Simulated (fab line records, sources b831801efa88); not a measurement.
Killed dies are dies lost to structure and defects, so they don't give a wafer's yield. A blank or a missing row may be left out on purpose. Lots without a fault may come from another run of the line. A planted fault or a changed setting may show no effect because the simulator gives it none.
fab line records | flow gf180mcu
record lots=6 wafers=18 last_day=34
route steps=602 shown DUAL_GATE@152 POLY_GATE@157
lots that met no fault: from a run of the same line without faults
start_h: hours from the record's first day to the start of the lot's first wafer shown | wait_h: hours since the lot's step before | " the same as in the row above | L1.1+2: a row that stands for several wafers | - no value, or no start given | * or withheld: withheld | < > ~ a bound
route shown NAME@n: a module of which the file shows steps, and the number in the route of the first | usual: mean/standard deviation of fault-free wafers | same: alike in all rows | chamber/n: place in a boat | sites: the reading at each site | _std_site: their standard deviation | _edge_site: outer sites' mean less inner sites' | radius_mm: how far each site lies from the wafer's centre | mask NAME#n: copy n | behind: the tool/chamber that last shaped the wafer | hold: why the lot was held/for how many hours/how that ended | device: the transistor (n, p or np) that didn't switch | end of line: the same wafers' tests at the end of the route | a step without rows: its recipe alone | killed: dies lost to structure and defects at the first sort, not the wafer's yield | map: a wafer's dies, x killed, . not, _ none there
set.NAME: the setting as run; set.NAME@STEP: as run at that earlier step | model.NAME: the simulator's own value behind a step, which no gauge read
lots at some steps of the route; a table a step, a row a wafer
services: from which hour (start_h, from the record's first day; less than 0 if before it) a tool's chamber was out of use, for how many hours, and why
## steps
# step GF_DUAL_GATE_OVL_MEAS_11
# usual DUAL_GATE_OVL=0.6/1.5
# columns lot.wafer tool chamber start_h wait_h DUAL_GATE_OVL[nm]
L468.1 overlay-01 - 183.85 0.1 2.2
L468.3 " - " " 1.9
L468.5 " - " " 0.9
L481.1 overlay-02 - 268.01 0.1 1.0
L481.4 " - " " 1.0
L481.6 " - " " -1.1
L482.4 overlay-01 - 272.41 0.1 -2.5
L482.5 " - " " -0.1
L482.6 " - " " -1.8
L488.4 overlay-02 - 312.38 0.1 1.9
L488.5 " - " " 1.1
L488.6 " - " " 0.0
L489.1 overlay-02 - 324.94 0.1 0.1
L489.2 " - " " 0.6
L489.5 " - " " 0.1
L491.1 overlay-02 - 338.04 0.1 -0.8
L491.3 " - " " 0.2
L491.4 " - " " -1.3
# step GF_DUAL_GATE_WET_ETCH_12
# recipe chemistry=dHF target_depth_nm=13 dry=n2_spin target=SiO2 temp_c=25 dilution=100:1 time_s=260
# step GF_DUAL_GATE_STRIP_13
# recipe chemistry=O2/N2 power_w=1400 pressure_mtorr=1500 platen_temp_c=250 o2_flow_sccm=3000 n2_flow_sccm=300 overash_fraction=0.5
# usual chamber_pressure_mTorr=1500.1/1.4 drypump_motor_current_A=5.3/0.38 heater_power_w=343/30 oes_product_au=0.716/0.0045 strip_time_to_endpoint_s=12.64/0.03
# columns lot.wafer tool chamber start_h wait_h chamber_pressure_mTorr drypump_motor_current_A heater_power_w oes_product_au rf_hours_counter_h strip_time_to_endpoint_s
L468.1 plasma_asher-03 0 183.96 0.0 1500.3 4.7 278 0.713 5 12.60
L468.3 " 0 " " 1500.8 4.7 283 0.715 - 12.58
L468.5 " 1 " " 1501.6 4.9 353 0.719 - 12.56
L481.1 plasma_asher-01 1 268.14 0.0 1500.4 5.6 361 0.710 61 12.61
L481.4 " 1 " " 1501.2 5.6 369 0.721 - 12.62
L481.6 " 0 " " 1499.7 5.2 316 0.709 - 12.65
L482.4 plasma_asher-01 0 272.54 0.0 1500.7 5.2 319 0.716 - 12.65
L482.5 " 0 " " 1500.2 5.2 318 0.715 - 12.63
L482.6 " 1 " " 1497.2 5.6 369 0.713 - 12.66
L488.4 plasma_asher-01 0 312.52 0.0 1498.2 5.2 321 0.716 - 12.66
L488.5 " 1 " " 1499.7 5.6 372 0.717 - 12.64
L488.6 " 0 " " 1503.6 5.2 314 0.716 - 12.64
L489.1 plasma_asher-04 0 325.06 0.0 1499.6 5.1 361 0.719 67 12.65
L489.2 " 1 " " 1497.5 6.1 377 0.726 67 12.63
L489.5 " 1 " " 1498.1 6.0 368 0.715 - 12.64
L491.1 plasma_asher-03 0 338.15 0.0 1498.3 4.7 278 0.713 22 12.59
L491.3 " 1 " " 1500.4 4.9 341 0.719 - 12.64
L491.4 " 0 " " 1501.6 4.7 282 0.703 - 12.58
# step GF_DUAL_GATE_CLEAN_14
# recipe chemistry=SC1/SC2 mix=1:4:20 temp_c=70 time_s=150 dry=n2_spin
# step GF_DUAL_GATE_OXIDATION_15
# recipe temp_c=850 ambient=O2 stabilise_s=600 purge_s=300 target_thk_a=70.98 ox_time_s=1995
# step GF_POLY_GATE_CVD_00
# recipe material=poly-Si target_thk_nm=200 temp_c=620 time_s=1200 pressure_mtorr=200
# step GF_POLY_GATE_THK_MEAS_01
# recipe reads=poly-Si_of_POLY_GATE_CVD_00
# usual POLY_GATE_CVD_00_THK=200.0/1.7
# columns lot.wafer tool chamber start_h wait_h POLY_GATE_CVD_00_THK[nm]
L468.1 film_metro-04 - 187.00 0.0 202.2
L468.3 " - " " 202.5
L468.5 " - " " 203.3
L481.1 film_metro-04 - 271.18 0.0 202.0
L481.4 " - " " 201.1
L481.6 " - " " 201.7
L482.4 film_metro-02 - 277.18 0.0 196.8
L482.5 " - " " 197.6
L482.6 " - " " 199.3
L488.4 film_metro-02 - 316.97 0.0 199.4
L488.5 " - " " 199.6
L488.6 " - " " 198.7
L489.1 film_metro-03 - 331.47 0.0 199.5
L489.2 " - " " 198.8
L489.5 " - " " 199.7
L491.1 film_metro-02 - 341.19 0.0 199.3
L491.3 " - " " 199.5
L491.4 " - " " 199.5
# step GF_POLY_GATE_DEHYDRATE_02
# recipe temp_c=200 time_s=60
# step GF_POLY_GATE_HMDS_03
# recipe prime_time_s=60 prime_temp_c=120
# step GF_POLY_GATE_COAT_04
# recipe resist=BARC temp_c=withheld time_s=withheld spin_rpm=withheld resist_thk_nm=withheld
# step GF_POLY_GATE_COAT_05
# recipe resist=KrF spin_rpm=withheld resist_thk_nm=700
# step GF_POLY_GATE_SOFTBAKE_06
# recipe temp_c=130 time_s=60 resist=KrF
# step GF_POLY_GATE_EXPOSE_07
# recipe mask_id=Poly2 target_cd_nm=280 na=0.68 source_shape=conventional sigma_outer=0.6 dose_mj=28
# usual exposure_dose_mJ_cm2=27.412/0.029 focus_offset_nm=-0.1/0.6 stage_vel_mm_s=500.03/0.28
# columns lot.wafer tool chamber start_h wait_h mask exposure_dose_mJ_cm2 focus_offset_nm stage_vel_mm_s
L468.1 krf_scanner-02 0 195.49 - Poly2#0 27.431 -0.1 500.37
L468.3 " 0 " " Poly2#0 27.428 0.2 500.05
L468.5 " 0 " " Poly2#0 27.422 0.2 500.21
L481.1 krf_scanner-02 - 281.07 - Poly2#0 - - -
L481.4 " - " " Poly2#0 - - -
L481.6 " - " " Poly2#0 - - -
L482.4 krf_scanner-02 - 286.82 - Poly2#0 - - -
L482.5 " - " " Poly2#0 - - -
L482.6 " - " " Poly2#0 - - -
L488.4 krf_scanner-02 0 327.15 - Poly2#0 27.386 0.6 499.92
L488.5 " 0 " " Poly2#0 27.388 -0.3 499.93
L488.6 " 0 " " Poly2#0 27.390 -0.1 500.37
L489.1 krf_scanner-02 0 341.94 - Poly2#0 27.386 -1.1 500.30
L489.2 " 0 " " Poly2#0 27.422 -0.5 500.55
L489.5 " 0 " " Poly2#0 27.409 -0.9 500.52
L491.1 krf_scanner-02 0 352.34 - Poly2#0 27.462 0.7 500.19
L491.3 " 0 " " Poly2#0 27.380 -0.3 500.17
L491.4 " 0 " " Poly2#0 27.398 1.0 500.32
# step GF_POLY_GATE_PEB_08
# recipe peb_temp_c=136.2 peb_time_s=90 resist=KrF
## services
# columns tool chamber start_h hours kind
krf_scanner-02 - 161.63 0.8 pm
plasma_asher-01 - 184.45 0.7 repair
krf_scanner-02 - 223.07 4.4 pm
plasma_asher-01 - 224.49 7.1 repair
krf_scanner-02 - 255.60 0.3 repair
krf_scanner-02 - 259.43 1.3 pm
krf_scanner-02 - 264.23 0.7 repair
krf_scanner-02 - 290.31 1.0 pm
krf_scanner-02 0 306.92 - calibration
krf_scanner-02 - 330.46 0.8 pm
## key
first_sign step=GF_POLY_GATE_EXPOSE_07 reading=tool_record direction=missing
effect none on later readings
met_at GF_POLY_GATE_EXPOSE_07
struck_wafers L481.1,L481.4,L481.6,L482.4,L482.5,L482.6
later_rows_left_out L481.1,L481.4,L481.6,L482.4,L482.5,L482.6
sort_left_out L481.1,L481.4,L481.6,L482.4,L482.5,L482.6
tester_left_out L481,L482
onset_between 195.49 281.07
fault kind=skipped_step_whole tool=krf_scanner-02 chamber=- onset_h=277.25 steps=GF_POLY_GATE_EXPOSE_07 scope=struck_lots_only
# tester_left_out: of these lots the tester's yield and bins aren't shown, on N5 and GAA mostly nor the transistor test; their killed dies are dies lost to structure and defects alone, not to doping, threshold or leakage, so they don't give the yield
# sort_left_out: the simulated sort isn't trusted on such a fault, so these wafers' sort isn't shown, and their yield isn't known
# later_rows_left_out: the simulator's readings of these wafers behind a module that went badly wrong aren't trusted and aren't shown, but for the sort
